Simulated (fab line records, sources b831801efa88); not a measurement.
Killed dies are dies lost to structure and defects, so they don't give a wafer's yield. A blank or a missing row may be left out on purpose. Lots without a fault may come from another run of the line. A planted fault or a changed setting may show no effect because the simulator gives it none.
fab line records | flow sky130
record lots=11 wafers=33 last_day=50
route steps=708 shown LOCAL_INTERCONNECT@401 CONTACT@409 PAD_OPEN@708
lots that met no fault: from a run of the same line without faults
start_h: hours from the record's first day to the start of the lot's first wafer shown | wait_h: hours since the lot's step before | " the same as in the row above | L1.1+2: a row that stands for several wafers | - no value, or no start given | * or withheld: withheld | < > ~ a bound
route shown NAME@n: a module of which the file shows steps, and the number in the route of the first | usual: mean/standard deviation of fault-free wafers | same: alike in all rows | chamber/n: place in a boat | sites: the reading at each site | _std_site: their standard deviation | _edge_site: outer sites' mean less inner sites' | radius_mm: how far each site lies from the wafer's centre | mask NAME#n: copy n | behind: the tool/chamber that last shaped the wafer | hold: why the lot was held/for how many hours/how that ended | device: the transistor (n, p or np) that didn't switch | end of line: the same wafers' tests at the end of the route | a step without rows: its recipe alone | killed: dies lost to structure and defects at the first sort, not the wafer's yield | map: a wafer's dies, x killed, . not, _ none there
set.NAME: the setting as run; set.NAME@STEP: as run at that earlier step | model.NAME: the simulator's own value behind a step, which no gauge read
steps of the route over a sample of lots; a table a step, a row a wafer
services: from which hour (start_h, from the record's first day; less than 0 if before it) a tool's chamber was out of use, for how many hours, and why
## steps
# step SKY_LOCAL_INTERCONNECT_METAL_ETCH_14
# recipe target_depth_nm=110 stop_on=PSG chemistry=Cl2/BCl3 target=TiN resist_sidewall_deg=88 pressure_mtorr=10 icp_w=900 bias_w=48.5 Cl2_flow_sccm=60 bcl3_flow_sccm=30 time_s=31.4
# usual drypump_motor_current_A=5.8/0.52 oes_product_au=0.942/0.0078 throttle_valve_pct=21.900/0.0097
# columns lot.wafer tool chamber start_h wait_h drypump_motor_current_A oes_product_au rf_hours_counter_h throttle_valve_pct
L939.4 rie_metal-02 0 727.35 0.0 6.2 0.943 - 21.907
L939.5 " 0 " " 6.2 0.947 - 21.914
L939.6 " 1 " " 6.7 0.935 - 21.896
L938.2 rie_metal-04 1 728.48 0.0 5.2 0.951 13 21.895
L938.4 " 1 " " 5.2 0.954 - 21.896
L938.6 " 0 " " 5.6 0.947 - 21.896
L940.2 rie_metal-04 0 732.99 0.0 5.6 0.938 15 21.894
L940.3 " 1 " " 5.2 0.937 - 21.910
L940.6 " 1 " " 5.2 0.949 - 21.895
L942.1 rie_metal-04 0 778.54 0.0 5.6 0.958 0 21.880
L942.5 " 1 " " 5.2 0.947 - 21.900
L942.6 " 0 " " 5.6 0.951 - 21.895
L944.4 rie_metal-01 0 779.15 0.0 5.5 0.943 - 21.908
L944.5 " 0 " " 5.5 0.951 - 21.904
L944.6 " 1 " " 6.4 0.933 - 21.906
L943.1 rie_metal-02 1 780.74 0.0 6.7 0.943 7 21.896
L943.5 " 0 " " 6.1 0.947 - 21.888
L943.6 " 1 " " 6.7 0.938 - 21.906
L947.3 rie_metal-02 1 789.89 0.1 6.7 0.934 - 21.907
L947.5 " 1 " " 6.7 0.941 - 21.897
L947.6 " 1 " " 6.6 0.940 - 21.889
L953.3 rie_metal-04 0 832.49 0.1 5.5 0.941 - 21.890
L953.4 " 0 " " 5.6 0.946 - 21.911
L953.6 " 0 " " 5.6 0.938 - 21.902
L954.1 rie_metal-01 1 847.93 0.0 6.4 0.938 7 21.905
L954.2 " 0 " " 5.4 0.942 15 21.907
L954.4 " 1 " " 6.4 0.936 - 21.903
L955.2 rie_metal-01 0 850.98 0.0 5.5 0.936 15 21.910
L955.3 " 1 " " 6.4 0.951 - 21.898
L955.4 " 0 " " 5.5 0.941 - 21.900
L957.1 rie_metal-04 0 863.20 0.1 5.6 0.943 4 21.903
L957.2 " 0 " " 5.6 0.951 - 21.900
L957.6 " 0 " " 5.6 0.947 - 21.915
# step SKY_CONTACT_THK_MEAS_03
# recipe reads=SiO2_of_CONTACT_HDPCVD_02
# usual CONTACT_HDPCVD_THK=566/6.7
# columns lot.wafer tool chamber start_h wait_h CONTACT_HDPCVD_THK[nm]
L939.4 film_metro-02 - 728.20 0.1 566
L939.5 " - " " 568
L939.6 " - " " 555
L938.2 film_metro-01 - 729.30 0.0 559
L938.4 " - " " 556
L938.6 " - " " 564
L940.2 film_metro-03 - 733.80 0.0 563
L940.3 " - " " 563
L940.6 " - " " 560
L942.1 film_metro-02 - 779.41 0.0 564
L942.5 " - " " 573
L942.6 " - " " 573
L944.4 film_metro-01 - 780.05 0.0 581
L944.5 " - " " 569
L944.6 " - " " 579
L943.1 film_metro-01 - 781.59 0.0 555
L943.5 " - " " 567
L943.6 " - " " 548
L947.3 film_metro-01 - 790.80 0.1 569
L947.5 " - " " 573
L947.6 " - " " 572
L953.3 film_metro-01 - 833.34 0.1 553
L953.4 " - " " 561
L953.6 " - " " 562
L954.1 film_metro-01 - 848.74 0.0 564
L954.2 " - " " 560
L954.4 " - " " 561
L955.2 film_metro-01 - 851.84 0.0 563
L955.3 " - " " 565
L955.4 " - " " 565
L957.1 film_metro-01 - 864.05 0.0 558
L957.2 " - " " 565
L957.6 " - " " 561
# step SKY_CONTACT_ETCH_16
# recipe chemistry=N2/H2 target=BARC ion_energy_ev=200 source_w=500 bias_w=100 pressure_mtorr=30 n2_flow_sccm=100 h2_flow_sccm=200 stop_on=SiO2 time_s=45.9 target_depth_a=600
# usual drypump_motor_current_A=5.5/0.34 oes_product_au=0.855/0.0047 throttle_valve_pct=13.226/0.0089
# columns lot.wafer tool chamber start_h wait_h drypump_motor_current_A oes_product_au rf_hours_counter_h throttle_valve_pct
L939.4 rie_diel-01 1 756.38 0.0 5.5 0.858 12 13.236
L939.5 " 3 " " 5.7 0.859 - 13.243
L939.6 " 0 " " 5.4 0.849 - 13.228
L938.2 rie_diel-03 2 757.38 0.0 5.2 0.859 21 13.243
L938.4 " 0 " " 6.0 0.854 7 13.243
L938.6 " 3 " " 5.3 0.848 - 13.209
L940.2 rie_diel-01 1 761.38 0.0 5.5 0.854 12 13.225
L940.3 " 3 " " 5.7 0.858 16 13.224
L940.6 " 1 " " 5.5 0.858 - 13.216
L942.1 rie_diel-03 0 806.68 0.0 6.0 0.844 8 13.237
L942.5 " 1 " " 5.8 0.849 - 13.231
L942.6 " 2 " " 5.2 0.862 - 13.226
L944.4 rie_diel-04 1 807.62 0.0 6.1 0.858 3 13.234
L944.5 " 3 " " 5.2 0.862 - 13.235
L944.6 " 2 " " 5.7 0.861 - 13.233
L943.1 rie_diel-04 3 808.98 0.0 5.2 0.859 17 13.220
L943.5 " 3 " " 5.2 0.858 - 13.218
L943.6 " 0 " " 5.8 0.862 - 13.221
L947.3 rie_diel-04 0 817.62 0.0 5.8 0.867 13 13.233
L947.5 " 2 " " 5.8 0.860 - 13.235
L947.6 " 3 " " 5.2 0.856 - 13.218
L953.3 rie_diel-04 3 858.98 0.0 5.2 0.703 19 13.238
L953.4 " 2 " " 5.7 0.694 17 13.230
L953.6 " 3 " " 5.2 0.702 - 13.222
L954.1 rie_diel-04 0 874.03 0.0 5.8 0.691 15 13.219
L954.2 " 3 " " 5.2 0.701 19 13.223
L954.4 " 1 " " 6.1 0.698 5 13.223
L955.2 rie_diel-01 2 877.77 0.0 4.9 0.854 24 13.219
L955.3 " 1 " " 5.4 0.854 15 13.222
L955.4 " 0 " " 5.4 0.861 14 13.224
L957.1 rie_diel-04 0 890.28 0.0 5.8 0.707 15 13.210
L957.2 " 3 " " 5.2 0.703 20 13.213
L957.6 " 3 " " 5.2 0.703 - 13.220
# step SKY_CONTACT_STRIP_19
# recipe chemistry=O2/N2 power_w=1400 pressure_mtorr=1500 platen_temp_c=withheld o2_flow_sccm=3000 n2_flow_sccm=300 overash_fraction=0.5
# usual drypump_motor_current_A=5.8/0.48 oes_product_au=0.380/0.0047 strip_time_to_endpoint_s=3.623/0.028
# columns lot.wafer tool chamber start_h wait_h drypump_motor_current_A oes_product_au rf_hours_counter_h strip_time_to_endpoint_s
L939.4 plasma_asher-01 0 756.54 - 5.0 0.382 - 3.646
L939.5 " 0 " " 5.0 0.377 - 3.646
L939.6 " 1 " " 6.4 0.384 - 3.612
L938.2 plasma_asher-01 0 757.51 - 5.0 0.382 32 3.597
L938.4 " 0 " " 5.0 0.372 - 3.584
L938.6 " 0 " " 5.0 0.382 - 3.656
L940.2 plasma_asher-02 0 761.51 - 6.2 0.371 91 3.612
L940.3 " 0 " " 6.2 0.383 - 3.618
L940.6 " 1 " " 6.0 0.387 - 3.629
L942.1 plasma_asher-01 1 806.81 - 6.4 0.380 35 3.528
L942.5 " 0 " " 5.0 0.379 - 3.622
L942.6 " 1 " " 6.5 0.379 - 3.593
L944.4 plasma_asher-04 1 807.79 - 5.4 0.391 - 3.662
L944.5 " 1 " " 5.4 0.380 - 3.663
L944.6 " 0 " " 5.5 0.382 - 3.653
L943.1 plasma_asher-01 0 809.11 - 5.0 0.379 35 3.636
L943.5 " 1 " " 6.5 0.383 - 3.610
L943.6 " 0 " " 5.0 0.382 - 3.618
L947.3 plasma_asher-04 1 817.79 - 5.4 0.381 - 3.594
L947.5 " 1 " " 5.4 0.378 - 3.657
L947.6 " 0 " " 5.5 0.377 - 3.653
L953.3 plasma_asher-02 0 859.14 - 6.1 0.387 - 3.829
L953.4 " 1 " " 6.0 0.386 - 3.826
L953.6 " 0 " " 6.2 0.391 - 3.843
L954.1 plasma_asher-02 1 874.16 - 6.0 0.383 104 3.837
L954.2 " 0 " " 6.2 0.393 104 3.878
L954.4 " 1 " " 6.0 0.391 - 3.853
L955.2 plasma_asher-01 0 877.90 - 5.0 0.377 40 3.631
L955.3 " 0 " " 5.0 0.374 - 3.584
L955.4 " 1 " " 6.5 0.385 - 3.559
L957.1 plasma_asher-02 0 890.41 - 6.2 0.395 105 3.842
L957.2 " 1 " " 6.0 0.388 105 3.859
L957.6 " 1 " " 6.0 0.389 - 3.869
# step SKY_CONTACT_CVD_24
# recipe material=W target_thk_nm=340 time_s=102.12 temp_c=400 pressure_torr=40
# usual heater_power_w=834/37
# columns lot.wafer tool chamber start_h wait_h heater_power_w since_wet_clean_h
L939.4 cvd_w-02 0 757.21 0.1 857 -
L939.5 " 1 " " 808 -
L939.6 " 0 " " 898 -
L938.2 cvd_w-01 1 758.18 0.0 829 854
L938.4 " 0 " " 835 -
L938.6 " 0 " " 800 -
L940.2 cvd_w-02 0 762.24 0.0 870 358
L940.3 " 1 " " 781 -
L940.6 " 1 " " 811 -
L942.1 cvd_w-02 0 807.46 0.0 884 403
L942.5 " 0 " " 882 -
L942.6 " 1 " " 817 -
L944.4 cvd_w-01 0 808.44 0.1 810 -
L944.5 " 0 " " 816 -
L944.6 " 1 " " 822 -
L943.1 cvd_w-01 0 809.76 0.0 803 906
L943.5 " 1 " " 830 -
L943.6 " 0 " " 825 -
L947.3 cvd_w-02 0 818.44 0.1 876 -
L947.5 " 0 " " 894 -
L947.6 " 1 " " 798 -
L953.3 cvd_w-01 0 860.05 0.1 816 -
L953.4 " 1 " " 822 -
L953.6 " 1 " " 836 -
L954.1 cvd_w-02 0 874.81 0.0 890 471
L954.2 " 1 " " 810 471
L954.4 " 1 " " 824 -
L955.2 cvd_w-02 1 878.56 0.0 804 475
L955.3 " 0 " " 885 -
L955.4 " 1 " " 789 -
L957.1 cvd_w-02 1 891.06 0.0 834 487
L957.2 " 0 " " 898 487
L957.6 " 0 " " 870 -
# step SKY_PAD_OPEN_PROBE_99
# usual killed_at_M0_to_M3=44/7.1 killed_at_M4_up=3/1.6 killed_at_contacts=24/5.4 killed_at_front_end=15/4.7 killed_at_other=0.3/0.51 killed_dies=87/9.9 killed_on_rim=17/4 killed_open=48/7.6 killed_short=39/6.3
# same gross_dies=492 killed_at_back_side=0
# columns lot.wafer tool chamber start_h wait_h killed_at_M0_to_M3 killed_at_M4_up killed_at_contacts killed_at_front_end killed_at_other killed_dies killed_on_rim killed_open killed_short
L953.3 prober-02 - 1165.30 0.2 52 2 30 20 0 104 16 61 43
L953.4 prober-02 - 1165.35 0.2 42 2 18 10 0 72 15 40 32
L953.6 prober-02 - 1165.45 0.2 35 5 19 7 0 66 10 37 29
L954.1 prober-01 - 1175.54 0.1 42 2 23 12 0 79 14 40 39
L954.2 prober-01 - 1175.59 0.1 39 1 28 11 0 79 17 39 40
L957.2 prober-02 - 1188.69 0.1 48 5 18 16 0 87 22 48 39
L957.6 prober-02 - 1188.89 0.2 37 1 28 19 1 86 18 47 39
# killed by level:class
L953.3 VIA1:geometric_particle:open=14 LI_CONTACT:geometric_particle:open=12 VIA3:geometric_particle:open=8 CONTACT:geometric_particle:open=6 POLY_GATE:geometric_particle:open=5 CONTACT:geometric_particle:short=5 METAL1:geometric_particle:short=5 VIA1:geometric_particle:short=5
L953.4 VIA1:geometric_particle:open=12 CONTACT:geometric_particle:open=7 VIA3:geometric_particle:open=7 LI_CONTACT:geometric_particle:open=6 METAL2:geometric_particle:short=5 METAL1:geometric_particle:short=4 METAL3:geometric_particle:short=4 FIELD_ISO:geometric_particle:open=3
L953.6 VIA1:geometric_particle:open=8 CONTACT:geometric_particle:open=7 LI_CONTACT:geometric_particle:open=6 METAL1:geometric_particle:short=5 VIA3:geometric_particle:open=5 VIA1:geometric_particle:short=4 VIA2:geometric_particle:open=4 VIA2:geometric_particle:short=4
L954.1 VIA1:geometric_particle:open=12 CONTACT:geometric_particle:short=8 CONTACT:geometric_particle:open=8 METAL1:geometric_particle:short=7 VIA2:geometric_particle:open=6 FIELD_ISO:geometric_particle:short=4 VIA3:geometric_particle:open=4 METAL2:geometric_particle:short=4
L954.2 VIA1:geometric_particle:open=9 METAL2:geometric_particle:short=8 CONTACT:geometric_particle:open=7 LI_CONTACT:geometric_particle:open=6 VIA3:geometric_particle:open=6 CONTACT:geometric_particle:short=6 VIA2:geometric_particle:open=4 LI_CONTACT:geometric_particle:short=4
L957.2 VIA2:geometric_particle:open=9 VIA1:geometric_particle:open=7 LI_CONTACT:geometric_particle:open=6 POLY_GATE:geometric_particle:open=6 METAL2:geometric_particle:short=6 CONTACT:geometric_particle:open=5 VIA2:geometric_particle:short=5 POLY_GATE:geometric_particle:short=5
L957.6 CONTACT:geometric_particle:open=10 VIA1:geometric_particle:open=9 CONTACT:geometric_particle:short=7 METAL2:geometric_particle:short=7 VIA3:geometric_particle:open=6 FIELD_ISO:geometric_particle:open=5 POLY_GATE:geometric_particle:open=5 LI_CONTACT:geometric_particle:open=5
## services
# columns tool chamber start_h hours kind
rie_diel-01 - 712.26 14.6 pm
rie_diel-03 - 724.92 1.6 repair
rie_diel-03 0 755.05 2.0 repair
plasma_asher-01 - 760.83 9.1 repair
rie_diel-03 - 769.78 0.2 repair
rie_diel-03 - 776.04 0.5 repair
plasma_asher-01 - 779.11 2.8 pm
rie_diel-04 - 787.36 0.3 repair
rie_diel-04 1 789.21 6.0 repair
rie_diel-04 - 790.58 0.4 repair
cvd_w-01 - 792.15 0.9 repair
rie_diel-03 2 807.17 1.8 repair
rie_diel-03 0 816.13 8.8 repair
rie_metal-04 1 824.95 24.5 repair
cvd_w-01 - 826.56 2.8 pm
cvd_w-01 1 842.30 2.7 repair
plasma_asher-01 - 849.71 28.1 pm
cvd_w-02 1 849.80 3.3 repair
rie_diel-04 2 851.78 5.5 repair
rie_diel-01 - 855.12 0.7 repair
rie_diel-04 - 861.51 0.7 repair
rie_metal-04 1 868.52 7.3 repair
rie_diel-03 2 885.68 11.1 repair
plasma_asher-04 - 888.44 2.3 repair
## key
first_sign step=SKY_CONTACT_ETCH_16 reading=oes_product_au direction=down sigmas=33 usual=0.855 struck=0.700
effect step=SKY_CONTACT_STRIP_19 reading=strip_time_to_endpoint_s direction=up sigmas=8 usual=* struck=*
met_at SKY_CONTACT_ETCH_16
struck_lots L953,L954,L957
tester_left_out L953,L954,L957
not_acting_at SKY_LOCAL_INTERCONNECT_METAL_ETCH_14,SKY_CONTACT_THK_MEAS_03,SKY_CONTACT_CVD_24
onset_between 817.62 858.98
fault kind=process_parameter_drift tool=rie_diel-04 chamber=- onset_h=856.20 steps=SKY_CONTACT_ETCH_16 channel=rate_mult offset=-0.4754 shape=step end_h=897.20
# tester_left_out: of these lots the tester's yield and bins aren't shown, on N5 and GAA mostly nor the transistor test; their killed dies are dies lost to structure and defects alone, not to doping, threshold or leakage, so they don't give the yield
